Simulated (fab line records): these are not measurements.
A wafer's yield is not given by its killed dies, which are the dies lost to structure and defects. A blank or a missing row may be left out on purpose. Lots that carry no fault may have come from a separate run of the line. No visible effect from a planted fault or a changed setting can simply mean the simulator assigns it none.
fab line records -- flow gf180mcu
record: lots: 13, wafers: 39, last-day: 34
route steps=602 shown MVSD@77 HV_LDD@230 NSD@243
lots that met no fault: taken from a fault-free run of the same line
start-h: the number of hours between the record's first day and the start of the first shown wafer of the lot -- wait-h: hours elapsed since this lot's preceding step -- " the same as in the row above -- L1.1+2: a single row standing in for several wafers -- - no value, or no start was given -- * or withheld: withheld -- < > ~ a bound
route shown NAME@n: names a module that has steps shown in the file, with the first one's number in the route -- usual: average and standard deviation across the fault-free wafers -- same: alike in all rows -- chamber/n: place in a boat -- sites: per-site readings -- _std_site: how widely they spread, as a standard deviation -- _edge_site: mean of outer sites minus mean of inner sites -- radius-mm: how far each site lies from the wafer's centre -- mask NAME#n: copy n -- behind: the most recent tool/chamber to have shaped the wafer -- hold: what put the lot on hold/how long, in hours/how the hold closed -- device: the transistor (n, p or np) that didn't switch -- end of line: the same wafers' tests at the end of the route -- a step with no rows: only its recipe -- killed: not the wafer's yield, but the dies lost to structure and defects at the first sort -- map: shows each die of a wafer: x if killed, . if not, _ if none is there
set.NAME: the setting that was run; set.NAME@STEP: the one run at that earlier step -- model.NAME: the simulator's own value behind a step, which no gauge read
steps of the route over a sample of lots; a table a step, a row a wafer
services: when a tool's chamber went out of use (start-h, in hours from the record's first day, below 0 if earlier), for how many hours, and the reason
== steps ==
step: GF_MVSD_TW_MEAS_11
usual: MVSD_TW: 1590/18
lot.wafer,tool,chamber,start-h,wait-h,MVSD_TW
L537.3,film-metro-01,-,88.38,0.1,1605
L537.5,film-metro-01,-,88.38,0.1,1618
L537.6,film-metro-01,-,88.38,0.1,1609
L540.2,film-metro-04,-,106.65,0.1,1598
L540.3,film-metro-04,-,106.65,0.1,1603
L540.5,film-metro-04,-,106.65,0.1,1603
L541.2,film-metro-04,-,110.82,0.1,1597
L541.3,film-metro-04,-,110.82,0.1,1598
L541.4,film-metro-04,-,110.82,0.1,1592
L542.2,film-metro-01,-,116.47,0.1,1609
L542.3,film-metro-01,-,116.47,0.1,1607
L542.5,film-metro-01,-,116.47,0.1,1621
L544.2,film-metro-01,-,129.27,0.1,1615
L544.3,film-metro-01,-,129.27,0.1,1615
L544.4,film-metro-01,-,129.27,0.1,1614
L552.2,film-metro-04,-,176.88,0.1,1598
L552.3,film-metro-04,-,176.88,0.1,1599
L552.4,film-metro-04,-,176.88,0.1,1600
L553.4,film-metro-01,-,181.39,0.1,1595
L553.5,film-metro-01,-,181.39,0.1,1588
L553.6,film-metro-01,-,181.39,0.1,1603
L554.2,film-metro-04,-,186.14,0.1,1597
L554.3,film-metro-04,-,186.14,0.1,1599
L554.5,film-metro-04,-,186.14,0.1,1592
L555.3,film-metro-04,-,192.39,0.1,1597
L555.4,film-metro-04,-,192.39,0.1,1587
L555.5,film-metro-04,-,192.39,0.1,1597
L556.3,film-metro-03,-,198.55,0.1,1566
L556.4,film-metro-03,-,198.55,0.1,1571
L556.6,film-metro-03,-,198.55,0.1,1563
L557.2,film-metro-04,-,207.68,0.1,1580
L557.5,film-metro-04,-,207.68,0.1,1593
L557.6,film-metro-04,-,207.68,0.1,1591
L558.2,film-metro-04,-,214.37,0.1,1589
L558.3,film-metro-04,-,214.37,0.1,1592
L558.5,film-metro-04,-,214.37,0.1,1593
L559.1,film-metro-03,-,216.56,0.1,1567
L559.3,film-metro-03,-,216.56,0.1,1568
L559.5,film-metro-03,-,216.56,0.1,1573
step: GF_HV_LDD_CVD_54
recipe: material: SiO2, target-thk-nm: 10, precursor: TEOS, temp-c: 680, time-s: 75, pressure-mtorr: 400
usual: spike-tc-upper-C: 680.9/1.4
lot.wafer,tool,chamber,start-h,wait-h,spike-tc-upper-C
L537.3,lpcvd-02,1,277.51,0.1,681.7
L537.5,lpcvd-02,1,277.51,0.1,680.2
L537.6,lpcvd-02,1,277.51,0.1,680.9
L540.2,lpcvd-02,1,304.05,0.1,682.8
L540.3,lpcvd-02,1,304.05,0.1,680.5
L540.5,lpcvd-02,1,304.05,0.1,681.8
L541.2,lpcvd-01,0,310.79,0.1,683.2
L541.3,lpcvd-01,0,310.79,0.1,680.1
L541.4,lpcvd-01,0,310.79,0.1,681.9
L542.2,lpcvd-01,0,320.49,0.1,681.6
L542.3,lpcvd-01,0,320.49,0.1,681.9
L542.5,lpcvd-01,0,320.49,0.1,680.8
L544.2,lpcvd-01,0,336.05,0.1,681.8
L544.3,lpcvd-01,0,336.05,0.1,682.9
L544.4,lpcvd-01,0,336.05,0.1,681.0
L552.2,lpcvd-02,0,400.68,0.1,680.6
L552.3,lpcvd-02,0,400.68,0.1,678.0
L552.4,lpcvd-02,0,400.68,0.1,678.9
L553.4,lpcvd-02,0,407.00,0.0,680.0
L553.5,lpcvd-02,0,407.00,0.0,678.4
L553.6,lpcvd-02,0,407.00,0.0,679.9
L554.2,lpcvd-02,0,411.93,0.1,678.4
L554.3,lpcvd-02,0,411.93,0.1,678.7
L554.5,lpcvd-02,0,411.93,0.1,678.3
L555.3,lpcvd-02,1,427.57,1.0,683.0
L555.4,lpcvd-02,1,427.57,1.0,681.4
L555.5,lpcvd-02,1,427.57,1.0,680.6
L556.3,lpcvd-02,0,435.88,0.1,679.3
L556.4,lpcvd-02,0,435.88,0.1,679.1
L556.6,lpcvd-02,0,435.88,0.1,680.3
L557.2,lpcvd-01,0,449.93,0.1,681.2
L557.5,lpcvd-01,0,449.93,0.1,681.0
L557.6,lpcvd-01,0,449.93,0.1,682.7
L558.2,lpcvd-01,0,461.58,0.1,682.2
L558.3,lpcvd-01,0,461.58,0.1,681.4
L558.5,lpcvd-01,0,461.58,0.1,680.5
L559.1,lpcvd-02,1,462.19,0.1,681.4
L559.3,lpcvd-02,1,462.19,0.1,682.7
L559.5,lpcvd-02,1,462.19,0.1,679.3
step: GF_HV_LDD_THK_MEAS_55
recipe: reads: SiO2_of_HV_LDD_CVD_54
usual: HV_LDD_CVD_54_THK: 10.03/0.15
lot.wafer,tool,chamber,start-h,wait-h,HV_LDD_CVD_54_THK[nm]
L537.3,film-metro-03,-,278.55,0.0,10.31
L537.5,film-metro-03,-,278.55,0.0,10.12
L537.6,film-metro-03,-,278.55,0.0,10.21
L540.2,film-metro-04,-,305.08,0.0,9.97
L540.3,film-metro-04,-,305.08,0.0,10.09
L540.5,film-metro-04,-,305.08,0.0,10.07
L541.2,film-metro-04,-,311.82,0.0,10.12
L541.3,film-metro-04,-,311.82,0.0,10.25
L541.4,film-metro-04,-,311.82,0.0,10.20
L542.2,film-metro-03,-,321.52,0.0,9.94
L542.3,film-metro-03,-,321.52,0.0,9.84
L542.5,film-metro-03,-,321.52,0.0,9.94
L544.2,film-metro-01,-,337.08,0.0,18.43
L544.3,film-metro-01,-,337.08,0.0,18.37
L544.4,film-metro-01,-,337.08,0.0,18.43
L552.2,film-metro-04,-,401.71,0.0,10.02
L552.3,film-metro-04,-,401.71,0.0,9.92
L552.4,film-metro-04,-,401.71,0.0,10.01
L553.4,film-metro-04,-,408.56,0.0,10.10
L553.5,film-metro-04,-,408.56,0.0,10.24
L553.6,film-metro-04,-,408.56,0.0,10.09
L554.2,film-metro-04,-,412.96,0.0,9.96
L554.3,film-metro-04,-,412.96,0.0,9.99
L554.5,film-metro-04,-,412.96,0.0,10.07
L555.3,film-metro-01,-,428.61,0.0,10.10
L555.4,film-metro-01,-,428.61,0.0,10.11
L555.5,film-metro-01,-,428.61,0.0,10.05
L556.3,film-metro-03,-,436.92,0.0,9.75
L556.4,film-metro-03,-,436.92,0.0,9.84
L556.6,film-metro-03,-,436.92,0.0,9.82
L557.2,film-metro-01,-,450.96,0.0,9.93
L557.5,film-metro-01,-,450.96,0.0,10.00
L557.6,film-metro-01,-,450.96,0.0,9.89
L558.2,film-metro-01,-,462.61,0.0,10.09
L558.3,film-metro-01,-,462.61,0.0,10.27
L558.5,film-metro-01,-,462.61,0.0,10.08
L559.1,film-metro-03,-,463.21,0.0,10.15
L559.3,film-metro-03,-,463.21,0.0,10.16
L559.5,film-metro-03,-,463.21,0.0,10.06
step: GF_NSD_OVL_MEAS_08
usual: NSD_OVL: 0.8/1.3
lot.wafer,tool,chamber,start-h,wait-h,NSD_OVL[nm]
L537.3,overlay-01,-,299.93,0.1,2.1
L537.5,overlay-01,-,299.93,0.1,0.0
L537.6,overlay-01,-,299.93,0.1,2.9
L540.2,overlay-01,-,327.10,0.1,-2.1
L540.3,overlay-01,-,327.10,0.1,-1.9
L540.5,overlay-01,-,327.10,0.1,-1.7
L541.2,overlay-01,-,334.07,0.1,0.7
L541.3,overlay-01,-,334.07,0.1,1.3
L541.4,overlay-01,-,334.07,0.1,1.8
L542.2,overlay-01,-,344.47,0.1,0.3
L542.3,overlay-01,-,344.47,0.1,-0.3
L542.5,overlay-01,-,344.47,0.1,-0.9
L544.2,overlay-02,-,359.66,0.1,0.5
L544.3,overlay-02,-,359.66,0.1,1.5
L544.4,overlay-02,-,359.66,0.1,0.0
L552.2,overlay-01,-,426.17,0.1,2.6
L552.3,overlay-01,-,426.17,0.1,3.3
L552.4,overlay-01,-,426.17,0.1,2.3
L553.4,overlay-02,-,434.02,0.1,2.3
L553.5,overlay-02,-,434.02,0.1,2.1
L553.6,overlay-02,-,434.02,0.1,2.2
L554.2,overlay-02,-,437.39,0.1,-0.7
L554.3,overlay-02,-,437.39,0.1,-1.7
L554.5,overlay-02,-,437.39,0.1,-1.8
L555.3,overlay-02,-,454.17,0.1,0.9
L555.4,overlay-02,-,454.17,0.1,1.0
L555.5,overlay-02,-,454.17,0.1,1.1
L556.3,overlay-02,-,462.58,0.1,2.2
L556.4,overlay-02,-,462.58,0.1,0.8
L556.6,overlay-02,-,462.58,0.1,1.0
L557.2,overlay-01,-,476.44,0.1,2.0
L557.5,overlay-01,-,476.44,0.1,2.2
L557.6,overlay-01,-,476.44,0.1,1.6
L558.2,overlay-02,-,488.09,0.1,1.4
L558.3,overlay-02,-,488.09,0.1,0.5
L558.5,overlay-02,-,488.09,0.1,1.0
L559.1,overlay-02,-,489.66,0.1,1.3
L559.3,overlay-02,-,489.66,0.1,-0.1
L559.5,overlay-02,-,489.66,0.1,1.8
step: GF_NSD_TW_MEAS_12
usual: NSD_TW: 4255/66
lot.wafer,tool,chamber,start-h,wait-h,NSD_TW
L537.3,film-metro-01,-,300.37,0.1,4253
L537.5,film-metro-01,-,300.37,0.1,4259
L537.6,film-metro-01,-,300.37,0.1,4256
L540.2,film-metro-02,-,327.54,0.1,4317
L540.3,film-metro-02,-,327.54,0.1,4357
L540.5,film-metro-02,-,327.54,0.1,4331
L541.2,film-metro-02,-,334.51,0.1,4342
L541.3,film-metro-02,-,334.51,0.1,4341
L541.4,film-metro-02,-,334.51,0.1,4343
L542.2,film-metro-02,-,344.91,0.1,4287
L542.3,film-metro-02,-,344.91,0.1,4271
L542.5,film-metro-02,-,344.91,0.1,4280
L544.2,film-metro-03,-,360.10,0.1,4169
L544.3,film-metro-03,-,360.10,0.1,4183
L544.4,film-metro-03,-,360.10,0.1,4168
L552.2,film-metro-02,-,426.61,0.1,4294
L552.3,film-metro-02,-,426.61,0.1,4331
L552.4,film-metro-02,-,426.61,0.1,4309
L553.4,film-metro-01,-,434.47,0.1,4297
L553.5,film-metro-01,-,434.47,0.1,4298
L553.6,film-metro-01,-,434.47,0.1,4285
L554.2,film-metro-03,-,437.83,0.1,4165
L554.3,film-metro-03,-,437.83,0.1,4199
L554.5,film-metro-03,-,437.83,0.1,4185
L555.3,film-metro-01,-,454.61,0.1,4291
L555.4,film-metro-01,-,454.61,0.1,4289
L555.5,film-metro-01,-,454.61,0.1,4295
L556.3,film-metro-02,-,463.02,0.1,4340
L556.4,film-metro-02,-,463.02,0.1,4337
L556.6,film-metro-02,-,463.02,0.1,4333
L557.2,film-metro-02,-,476.88,0.1,4313
L557.5,film-metro-02,-,476.88,0.1,4332
L557.6,film-metro-02,-,476.88,0.1,4333
L558.2,film-metro-01,-,488.53,0.1,4286
L558.3,film-metro-01,-,488.53,0.1,4286
L558.5,film-metro-01,-,488.53,0.1,4256
L559.1,film-metro-01,-,490.09,0.1,4275
L559.3,film-metro-01,-,490.09,0.1,4279
L559.5,film-metro-01,-,490.09,0.1,4265
== services ==
tool,chamber,start-h,hours,kind
lpcvd-01,-,383.10,4.3,pm
lpcvd-01,-,440.72,0.9,repair
== key ==
first-sign: step: GF_HV_LDD_THK_MEAS_55, reading: HV_LDD_CVD_54_THK, direction: up, sigmas: 57, usual: 10.03, struck: 18.41
effect none on later readings
met-at GF_HV_LDD_CVD_54
struck-lots L544
struck-wafers L544.2,L544.3,L544.4
tester-left-out L544
not-acting-at GF_MVSD_TW_MEAS_11,GF_NSD_OVL_MEAS_08,GF_NSD_TW_MEAS_12
onset-between 320.49 336.05
fault: kind: process-parameter-drift, tool: lpcvd-01, chamber: 0, onset-h: 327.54, steps: GF_HV_LDD_CVD_54, channel: target-thk-nm, offset: 8.4613, shape: step, end-h: 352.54, acts-in: these-recipes-only, stated: 10
tester-left-out: of these lots the tester's yield and bins aren't shown, on N5 and GAA mostly nor the transistor test; their killed dies are dies lost to structure and defects alone, not to doping, threshold or leakage, so they don't give the yield
